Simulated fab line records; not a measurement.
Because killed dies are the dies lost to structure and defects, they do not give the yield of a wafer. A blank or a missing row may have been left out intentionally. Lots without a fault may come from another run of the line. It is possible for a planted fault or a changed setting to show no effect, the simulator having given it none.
A lot that was struck, set against a sound lot	flow sky130	17 out of 708 route steps
Sound: the wafers L873.1, L873.2, L873.3. Wafers struck: L878.1, L878.4, L878.5. The cause is given at the end.
Each step with rows lists, per side, the tool, then ch with its chambers, then its first start. Under that, the readings that differ: sound wafers	struck wafers	difference of the means	sigmas: that difference in standard deviations of wafers without a fault.
alike: words and numbers the same on both sides, and readings whose means are apart by under 2 such deviations; not compared: readings that were withheld, readings missing a value for some wafer, numbers with overlapping values and no deviation given by the record, and bounds like >300 which may hide the same value.
The two part at a step that has a row with sigmas, a row that says differs or no value, or rows on one side only. Non-overlapping numbers with no deviation appear without sigmas and do not part them. Lack of a reading on every wafer of one side parts them only where that side has two or more wafers.

first, 3 steps without rows for these wafers: SKY_VT_ADJUST_NCORE_EXPOSE_04 (exposes mask LVTN COMPLEMENT THIN, target cd 380 nm); SKY_VT_ADJUST_NCORE_PEB_05; SKY_VT_ADJUST_NCORE_DEVELOP_06 (develop time 60 s).
SKY_VT_ADJUST_NCORE_CD_MEAS_07 targets a cd of 380 nm.
  sound on cd-sem-01, day 10 08:39; struck on cd-sem-02, day 11 16:33
reading	sound	struck	difference	sigmas
cd-nm (nm)	374.9 377.9 376.9	382.0 380.9 381.8	+5.0	+2
SKY_VT_ADJUST_NCORE_OVL_MEAS_08:
  sound on overlay-01, day 10 08:46; struck on overlay-02, day 11 16:40
  alike: VT_ADJUST_NCORE_OVL
then, 1 step without rows for these wafers: SKY_VT_ADJUST_NCORE_IMPLANT_09.
SKY_VT_ADJUST_NCORE_STRIP_10: strips in O2/N2.
  sound on plasma-asher-01 ch 0,1, day 10 08:57; struck on plasma-asher-01 ch 0,1, day 11 16:51
  alike: drypump-motor-current-A, oes-product-au, strip-time-to-endpoint-s
  not compared: rf-hours-counter-h
SKY_VT_ADJUST_NCORE_TW_MEAS_11:
  sound on film-metro-02, day 10 09:03; struck on film-metro-04, day 11 16:58
  alike: VT_ADJUST_NCORE_TW
then, 4 steps without rows for these wafers: SKY_VT_ADJUST_HVTR_DEHYDRATE_00 (time 60 s); SKY_VT_ADJUST_HVTR_HMDS_01 (prime time 60 s); SKY_VT_ADJUST_HVTR_COAT_02 (resist thk 1140 nm); SKY_VT_ADJUST_HVTR_SOFTBAKE_03 (time 60 s).
SKY_VT_ADJUST_HVTR_EXPOSE_04: exposes mask HVTRM, target cd 380 nm.
  sound on iline-stepper-01 ch 0, day 10 20:32; struck on iline-stepper-01 ch 0, day 12 05:16
  alike: mask
then, 1 step without rows for these wafers: SKY_VT_ADJUST_HVTR_PEB_05.
SKY_VT_ADJUST_HVTR_DEVELOP_06: develop time 60 s.
  sound on litho-track-04 ch 0, day 11 06:39; struck on litho-track-03 ch 0, day 12 16:49
  not compared: model.VT_ADJUST_HVTR.cd-nm
SKY_VT_ADJUST_HVTR_CD_MEAS_07 targets a cd of 380 nm.
  sound on cd-sem-02, day 11 06:48; struck on cd-sem-02, day 12 16:58
  alike: cd-nm
-- here the record skips 37 days between the struck wafers' starts before and after, leaving off in module VT_ADJUST_HVTR and picking up in module PAD_OPEN (first step shown: number 708 of the route) --
SKY_PAD_OPEN_PROBE_99:
  sound on prober-01, day 48 00:13; struck on prober-02, day 49 05:46
  alike: killed_at_M0_to_M3, killed_at_M4_up, killed-at-contacts, killed-at-front-end, killed-at-other, killed-dies, killed-open, killed-short

== WHERE THEY PART ==
Only at SKY_VT_ADJUST_NCORE_CD_MEAS_07, as far as this record shows. Later steps at which nothing parts them and some readings are alike: SKY_VT_ADJUST_NCORE_OVL_MEAS_08, SKY_VT_ADJUST_NCORE_STRIP_10, SKY_VT_ADJUST_NCORE_TW_MEAS_11, SKY_VT_ADJUST_HVTR_EXPOSE_04, SKY_VT_ADJUST_HVTR_CD_MEAS_07, SKY_PAD_OPEN_PROBE_99.

WHY: what had been put in by the simulator
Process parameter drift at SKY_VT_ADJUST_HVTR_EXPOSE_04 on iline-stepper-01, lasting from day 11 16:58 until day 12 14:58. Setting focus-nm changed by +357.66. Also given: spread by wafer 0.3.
